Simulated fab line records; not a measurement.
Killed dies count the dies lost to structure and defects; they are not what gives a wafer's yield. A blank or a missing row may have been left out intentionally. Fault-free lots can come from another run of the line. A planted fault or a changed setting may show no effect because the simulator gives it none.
What tool caused it? :: flow gf180mcu :: Sampling: 24 lots, 72 wafers, 6 of 602 route steps

WHAT THE GAUGES SHOWED, per wafer
GF_LVPWELL_OVL_MEAS_07. Usual: LVPWELL_OVL gives -0.1 nm (standard deviation 1.4).
lot: L074
measured: day 3 23:47
on: overlay-02
LVPWELL_OVL (nm): 1.7 0.4 -2.1
flag: 

lot: L075
measured: day 4 01:05
on: overlay-01
LVPWELL_OVL (nm): 0.5 0.0 -0.4
flag: 

lot: L076
measured: day 4 05:53
on: overlay-01
LVPWELL_OVL (nm): -0.7 0.2 -2.1
flag: 

lot: L077
measured: day 4 14:32
on: overlay-01
LVPWELL_OVL (nm): -0.8 -1.0 -0.2
flag: 

lot: L078
measured: day 4 23:56
on: overlay-02
LVPWELL_OVL (nm): 0.4 -2.2 0.0
flag: 

lot: L079
measured: day 5 04:15
on: overlay-02
LVPWELL_OVL (nm): 1.1 -0.3 1.5
flag: 

lot: L080
measured: day 5 06:30
on: overlay-02
LVPWELL_OVL (nm): -2.3 -1.0 0.6
flag: 

lot: L081
measured: day 5 14:51
on: overlay-01
LVPWELL_OVL (nm): 3.0 0.2 0.3
flag: 

lot: L082
measured: day 5 19:08
on: overlay-02
LVPWELL_OVL (nm): -0.6 -1.0 2.2
flag: 

lot: L083
measured: day 5 23:45
on: overlay-02
LVPWELL_OVL (nm): 1.0 0.8 1.5
flag: 

lot: L084
measured: day 6 04:50
on: overlay-02
LVPWELL_OVL (nm): -2.4 -1.6 -2.5
flag: 

lot: L085
measured: day 6 10:48
on: overlay-01
LVPWELL_OVL (nm): -2.3 -2.2 -2.2
flag: 

lot: L086
measured: day 6 15:50
on: overlay-02
LVPWELL_OVL (nm): -0.4 -1.7 0.3
flag: 

lot: L087
measured: day 6 20:19
on: overlay-02
LVPWELL_OVL (nm): -2.0 -1.4 -4.0
flag: 

lot: L088
measured: day 7 01:47
on: overlay-01
LVPWELL_OVL (nm): -0.2 -0.1 -0.4
flag: 

lot: L089
measured: day 7 08:14
on: overlay-02
LVPWELL_OVL (nm): -0.3 0.2 -0.4
flag: 

lot: L090
measured: day 7 14:41
on: overlay-01
LVPWELL_OVL (nm): -1.2 -0.6 -0.9
flag: 

lot: L091
measured: day 7 21:16
on: overlay-01
LVPWELL_OVL (nm): 2.8 1.7 2.4
flag: 

lot: L092
measured: day 8 11:32
on: overlay-02
LVPWELL_OVL (nm): 0.9 0.6 1.2
flag: 

lot: L093
measured: day 8 17:56
on: overlay-02
LVPWELL_OVL (nm): 0.8 1.2 0.5
flag: 

lot: L094
measured: day 8 19:41
on: overlay-02
LVPWELL_OVL (nm): 0.3 -0.7 0.1
flag: 

lot: L095
measured: day 8 23:12
on: overlay-01
LVPWELL_OVL (nm): 1.4 0.3 1.4
flag: 

lot: L096
measured: day 9 03:47
on: overlay-01
LVPWELL_OVL (nm): 0.8 -0.8 1.0
flag: 

lot: L097
measured: day 9 11:05
on: overlay-02
LVPWELL_OVL (nm): 0.7 2.5 0.2
flag: 

GF_CONTACT_THK_MEAS_01. Usual: CONTACT_CVD_00_THK gives 301 nm (standard deviation 3.3).
lot: L074
measured: day 15 04:29
on: film_metro-01
CONTACT_CVD_00_THK (nm): 302 303 308
flag: 

lot: L075
measured: day 15 08:50
on: film_metro-04
CONTACT_CVD_00_THK (nm): 303 303 300
flag: 

lot: L076
measured: day 15 12:59
on: film_metro-04
CONTACT_CVD_00_THK (nm): 302 305 299
flag: 

lot: L077
measured: day 16 03:49
on: film_metro-01
CONTACT_CVD_00_THK (nm): 305 299 305
flag: 

lot: L078
measured: day 16 16:44
on: film_metro-04
CONTACT_CVD_00_THK (nm): 304 302 301
flag: 

lot: L079
measured: day 16 23:03
on: film_metro-02
CONTACT_CVD_00_THK (nm): 306 302 305
flag: 

lot: L080
measured: day 17 04:15
on: film_metro-01
CONTACT_CVD_00_THK (nm): 298 303 300
flag: 

lot: L081
measured: day 17 19:23
on: film_metro-04
CONTACT_CVD_00_THK (nm): 293 293 296
flag: 

lot: L082
measured: day 18 01:38
on: film_metro-04
CONTACT_CVD_00_THK (nm): 301 299 302
flag: 

lot: L083
measured: day 18 10:34
on: film_metro-02
CONTACT_CVD_00_THK (nm): 302 301 306
flag: 

lot: L084
measured: day 18 20:53
on: film_metro-02
CONTACT_CVD_00_THK (nm): 301 304 305
flag: 

lot: L085
measured: day 19 07:02
on: film_metro-01
CONTACT_CVD_00_THK (nm): 304 300 306
flag: 

lot: L086
measured: day 19 13:05
on: film_metro-01
CONTACT_CVD_00_THK (nm): 304 303 301
flag: 

lot: L087
measured: day 19 22:23
on: film_metro-01
CONTACT_CVD_00_THK (nm): 303 301 305
flag: 

lot: L088
measured: day 20 03:59
on: film_metro-04
CONTACT_CVD_00_THK (nm): 295 302 298
flag: 

lot: L089
measured: day 20 11:26
on: film_metro-04
CONTACT_CVD_00_THK (nm): 299 301 304
flag: 

lot: L090
measured: day 20 22:39
on: film_metro-01
CONTACT_CVD_00_THK (nm): 304 303 298
flag: 

lot: L091
measured: day 21 08:22
on: film_metro-04
CONTACT_CVD_00_THK (nm): 306 306 300
flag: 

lot: L092
measured: day 22 07:02
on: film_metro-02
CONTACT_CVD_00_THK (nm): 294 295 297
flag: 

lot: L093
measured: day 22 15:26
on: film_metro-04
CONTACT_CVD_00_THK (nm): 302 299 300
flag: 

lot: L094
measured: day 22 18:25
on: film_metro-01
CONTACT_CVD_00_THK (nm): 296 298 302
flag: 

lot: L095
measured: day 22 23:20
on: film_metro-01
CONTACT_CVD_00_THK (nm): 302 299 297
flag: 

lot: L096
measured: day 23 02:56
on: film_metro-02
CONTACT_CVD_00_THK (nm): 302 304 301
flag: 

lot: L097
measured: day 23 10:25
on: film_metro-02
CONTACT_CVD_00_THK (nm): 302 302 307
flag: 

GF_V1_THK_MEAS_03. Usual: V1_CVD_02_THK gives 852 nm (standard deviation 11).
lot: L074
measured: day 17 03:25
on: film_metro-03
V1_CVD_02_THK (nm): 849 849 852
flag: 

lot: L075
measured: day 17 07:46
on: film_metro-03
V1_CVD_02_THK (nm): 845 858 868
flag: 

lot: L076
measured: day 17 13:07
on: film_metro-03
V1_CVD_02_THK (nm): 840 856 867
flag: 

lot: L077
measured: day 18 05:10
on: film_metro-02
V1_CVD_02_THK (nm): 851 852 856
flag: 

lot: L078
measured: day 18 17:43
on: film_metro-03
V1_CVD_02_THK (nm): 857 875 878
flag: 

lot: L079
measured: day 19 01:18
on: film_metro-03
V1_CVD_02_THK (nm): 848 872 878
flag: 

lot: L080
measured: day 19 06:40
on: film_metro-04
V1_CVD_02_THK (nm): 837 851 858
flag: 

lot: L081
measured: day 20 05:20
on: film_metro-02
V1_CVD_02_THK (nm): 851 855 853
flag: 

lot: L082
measured: day 20 05:37
on: film_metro-03
V1_CVD_02_THK (nm): 854 860 876
flag: 

lot: L083
measured: day 20 13:32
on: film_metro-02
V1_CVD_02_THK (nm): 849 865 877
flag: 

lot: L084
measured: day 21 00:55
on: film_metro-04
V1_CVD_02_THK (nm): 844 870 858
flag: 

lot: L085
measured: day 21 10:49
on: film_metro-02
V1_CVD_02_THK (nm): 847 844 863
flag: 

lot: L086
measured: day 21 17:33
on: film_metro-03
V1_CVD_02_THK (nm): 847 846 849
flag: 

lot: L087
measured: day 22 01:59
on: film_metro-04
V1_CVD_02_THK (nm): 858 871 869
flag: 

lot: L088
measured: day 22 07:48
on: film_metro-03
V1_CVD_02_THK (nm): 840 844 852
flag: 

lot: L089
measured: day 22 12:47
on: film_metro-03
V1_CVD_02_THK (nm): 831 835 838
flag: 

lot: L090
measured: day 22 23:40
on: film_metro-04
V1_CVD_02_THK (nm): 851 836 862
flag: 

lot: L091
measured: day 23 09:55
on: film_metro-02
V1_CVD_02_THK (nm): 833 845 849
flag: 

lot: L092
measured: day 24 06:38
on: film_metro-04
V1_CVD_02_THK (nm): 834 843 854
flag: 

lot: L093
measured: day 24 15:52
on: film_metro-02
V1_CVD_02_THK (nm): 850 848 835
flag: 

lot: L094
measured: day 24 18:07
on: film_metro-03
V1_CVD_02_THK (nm): 845 848 852
flag: 

lot: L095
measured: day 24 21:52
on: film_metro-04
V1_CVD_02_THK (nm): 851 854 863
flag: 

lot: L096
measured: day 25 02:26
on: film_metro-04
V1_CVD_02_THK (nm): 838 863 866
flag: 

lot: L097
measured: day 25 08:16
on: film_metro-03
V1_CVD_02_THK (nm): 830 837 850
flag: 

GF_V1_THK_MEAS_25: measures by xrf. Usual: V1_W_THK gives 342 nm (standard deviation 5).
lot: L074
measured: day 18 04:31
on: film_metro-03
V1_W_THK (nm): 348 353 349
flag: 

lot: L075
measured: day 18 08:47
on: film_metro-02
V1_W_THK (nm): 340 343 340
flag: 

lot: L076
measured: day 18 14:53
on: film_metro-03
V1_W_THK (nm): 341 345 343
flag: 

lot: L077
measured: day 19 07:19
on: film_metro-04
V1_W_THK (nm): 345 345 344
flag: 

lot: L078
measured: day 19 20:04
on: film_metro-03
V1_W_THK (nm): 344 343 339
flag: 

lot: L079
measured: day 20 03:16
on: film_metro-02
V1_W_THK (nm): 347 347 350
flag: 

lot: L080
measured: day 20 08:22
on: film_metro-03
V1_W_THK (nm): 343 341 341
flag: 

lot: L081
measured: day 21 07:10
on: film_metro-02
V1_W_THK (nm): 344 344 345
flag: 

lot: L082
measured: day 21 07:40
on: film_metro-03
V1_W_THK (nm): 344 344 341
flag: 

lot: L083
measured: day 21 15:11
on: film_metro-04
V1_W_THK (nm): 337 342 340
flag: 

lot: L084
measured: day 22 01:28
on: film_metro-02
V1_W_THK (nm): 337 344 342
flag: 

lot: L085
measured: day 22 11:39
on: film_metro-03
V1_W_THK (nm): 337 335 333
flag: 

lot: L086
measured: day 22 18:13
on: film_metro-02
V1_W_THK (nm): 342 344 341
flag: 

lot: L087
measured: day 23 02:02
on: film_metro-04
V1_W_THK (nm): 345 345 354
flag: 

lot: L088
measured: day 23 08:07
on: film_metro-02
V1_W_THK (nm): 335 333 338
flag: 

lot: L089
measured: day 23 12:38
on: film_metro-02
V1_W_THK (nm): 342 339 338
flag: 

lot: L090
measured: day 23 23:07
on: film_metro-04
V1_W_THK (nm): 340 338 339
flag: 

lot: L091
measured: day 24 09:44
on: film_metro-03
V1_W_THK (nm): 337 341 336
flag: 

lot: L092
measured: day 25 05:23
on: film_metro-02
V1_W_THK (nm): 346 351 346
flag: 

lot: L093
measured: day 25 14:52
on: film_metro-03
V1_W_THK (nm): 349 342 342
flag: 

lot: L094
measured: day 25 16:53
on: film_metro-02
V1_W_THK (nm): 346 343 344
flag: 

lot: L095
measured: day 25 20:51
on: film_metro-02
V1_W_THK (nm): 334 335 338
flag: 

lot: L096
measured: day 26 01:26
on: film_metro-03
V1_W_THK (nm): 348 348 345
flag: 

lot: L097
measured: day 26 06:40
on: film_metro-03
V1_W_THK (nm): 335 334 333
flag: 

GF_V3_BOW_MEAS_05. Usual: V3_BOW gives 117 um (standard deviation 8.5).
lot: L074
measured: day 21 10:19
on: film_metro-03
V3_BOW (um): 114 103 96
flag: 

lot: L075
measured: day 21 13:34
on: film_metro-03
V3_BOW (um): 116 114 132
flag: 

lot: L076
measured: day 21 19:56
on: film_metro-04
V3_BOW (um): 121 98 112
flag: 

lot: L077
measured: day 22 12:28
on: film_metro-03
V3_BOW (um): 117 123 115
flag: 

lot: L078
measured: day 22 23:22
on: film_metro-02
V3_BOW (um): 112 115 106
flag: 

lot: L079
measured: day 23 08:09
on: film_metro-03
V3_BOW (um): 116 111 107
flag: 

lot: L080
measured: day 23 11:54
on: film_metro-02
V3_BOW (um): 128 133 126
flag: 

lot: L081
measured: day 24 09:08
on: film_metro-03
V3_BOW (um): 123 118 119
flag: 

lot: L082
measured: day 24 09:38
on: film_metro-04
V3_BOW (um): 123 110 115
flag: 

lot: L083
measured: day 24 16:51
on: film_metro-02
V3_BOW (um): 120 103 110
flag: 

lot: L084
measured: day 25 00:56
on: film_metro-04
V3_BOW (um): 104 110 104
flag: 

lot: L085
measured: day 25 10:39
on: film_metro-03
V3_BOW (um): 124 129 117
flag: 

lot: L086
measured: day 25 16:55
on: film_metro-03
V3_BOW (um): 132 125 113
flag: 

lot: L087
measured: day 25 23:55
on: film_metro-02
V3_BOW (um): 107 129 118
flag: 

lot: L088
measured: day 26 04:30
on: film_metro-03
V3_BOW (um): 126 118 116
flag: 

lot: L089
measured: day 26 10:47
on: film_metro-02
V3_BOW (um): 116 116 116
flag: 

lot: L090
measured: day 26 18:29
on: film_metro-03
V3_BOW (um): 122 113 121
flag: 

lot: L091
measured: day 27 06:17
on: film_metro-03
V3_BOW (um): 117 114 125
flag: 

lot: L092
measured: day 27 23:29
on: film_metro-03
V3_BOW (um): 103 116 111
flag: 

lot: L093
measured: day 28 08:53
on: film_metro-03
V3_BOW (um): 116 115 117
flag: 

lot: L094
measured: day 28 11:22
on: film_metro-03
V3_BOW (um): 117 109 106
flag: 

lot: L095
measured: day 28 14:28
on: film_metro-04
V3_BOW (um): 119 123 120
flag: 

lot: L096
measured: day 28 18:35
on: film_metro-02
V3_BOW (um): 108 113 122
flag: 

lot: L097
measured: day 28 23:31
on: film_metro-03
V3_BOW (um): 117 125 113
flag: 

GF_V4_THK_MEAS_03. Usual: V4_CVD_02_THK gives 855 nm (standard deviation 12).
lot: L074
measured: day 23 10:44
on: film_metro-02
V4_CVD_02_THK (nm): 846 840 846
flag: 

lot: L075
measured: day 23 14:20
on: film_metro-02
V4_CVD_02_THK (nm): 843 865 865
flag: 

lot: L076
measured: day 23 19:49
on: film_metro-01
V4_CVD_02_THK (nm): 836 854 862
flag: 

lot: L077
measured: day 24 11:40
on: film_metro-02
V4_CVD_02_THK (nm): 847 879 867
flag: 

lot: L078
measured: day 24 21:19
on: film_metro-02
V4_CVD_02_THK (nm): 847 859 864
flag: 

lot: L079
measured: day 25 06:17
on: film_metro-01
V4_CVD_02_THK (nm): 857 863 858
flag: 

lot: L080
measured: day 25 10:58
on: film_metro-02
V4_CVD_02_THK (nm): 855 869 856
flag: 

lot: L081
measured: day 26 06:08
on: film_metro-01
V4_CVD_02_THK (nm): 831 853 852
flag: 

lot: L082
measured: day 26 06:56
on: film_metro-02
V4_CVD_02_THK (nm): 861 859 874
flag: 

lot: L083
measured: day 26 14:01
on: film_metro-04
V4_CVD_02_THK (nm): 844 855 871
flag: 

lot: L084
measured: day 26 20:46
on: film_metro-01
V4_CVD_02_THK (nm): 848 877 857
flag: 

lot: L085
measured: day 27 06:32
on: film_metro-04
V4_CVD_02_THK (nm): 853 881 879
flag: 

lot: L086
measured: day 27 12:31
on: film_metro-02
V4_CVD_02_THK (nm): 851 866 863
flag: 

lot: L087
measured: day 27 19:28
on: film_metro-01
V4_CVD_02_THK (nm): 847 841 862
flag: 

lot: L088
measured: day 28 01:05
on: film_metro-04
V4_CVD_02_THK (nm): 835 842 857
flag: 

lot: L089
measured: day 28 05:47
on: film_metro-04
V4_CVD_02_THK (nm): 853 855 863
flag: 

lot: L090
measured: day 28 12:53
on: film_metro-02
V4_CVD_02_THK (nm): 838 856 860
flag: 

lot: L091
measured: day 29 07:59
on: film_metro-01
V4_CVD_02_THK (nm): 854 870 864
flag: 

lot: L092
measured: day 29 16:45
on: film_metro-01
V4_CVD_02_THK (nm): 855 844 866
flag: 

lot: L093
measured: day 30 00:53
on: film_metro-01
V4_CVD_02_THK (nm): 840 856 850
flag: 

lot: L094
measured: day 30 03:33
on: film_metro-02
V4_CVD_02_THK (nm): 840 845 840
flag: 

lot: L095
measured: day 30 07:49
on: film_metro-04
V4_CVD_02_THK (nm): 871 865 869
flag: 

lot: L096
measured: day 30 10:04
on: film_metro-01
V4_CVD_02_THK (nm): 842 853 862
flag: 

lot: L097
measured: day 30 15:11
on: film_metro-04
V4_CVD_02_THK (nm): 838 840 849
flag: 

TOOL THAT RAN EACH LOT (tool first, then ch and the chambers of the sampled wafers, then the start)
The record shows no process step preceding these readings.

AS READ BY THE TOOLS THEMSELVES (means over the sampled wafers that have a number; for cases with no such wafer, the mark the record gives instead)
The record holds no such reading with a usual standard deviation.

THE ANSWER, worked out from the rows above alone
Rule: lot off if the mean of its wafers having a number is beyond 3 standard deviations from the usual mean. A lot without any number at a reading at which 4 lots or more have one is off too. The other lots that the step has rows for count as sound. First the gauges in route order, then the tools' own readings, where a lot's mean is used as printed above. At the first step where some lot is off, the reading lying furthest off is the one used; lots without a number count as furthest.
No lot is off at any reading shown: from this, nothing can be told.

WHAT THE SIMULATOR HAD PUT IN
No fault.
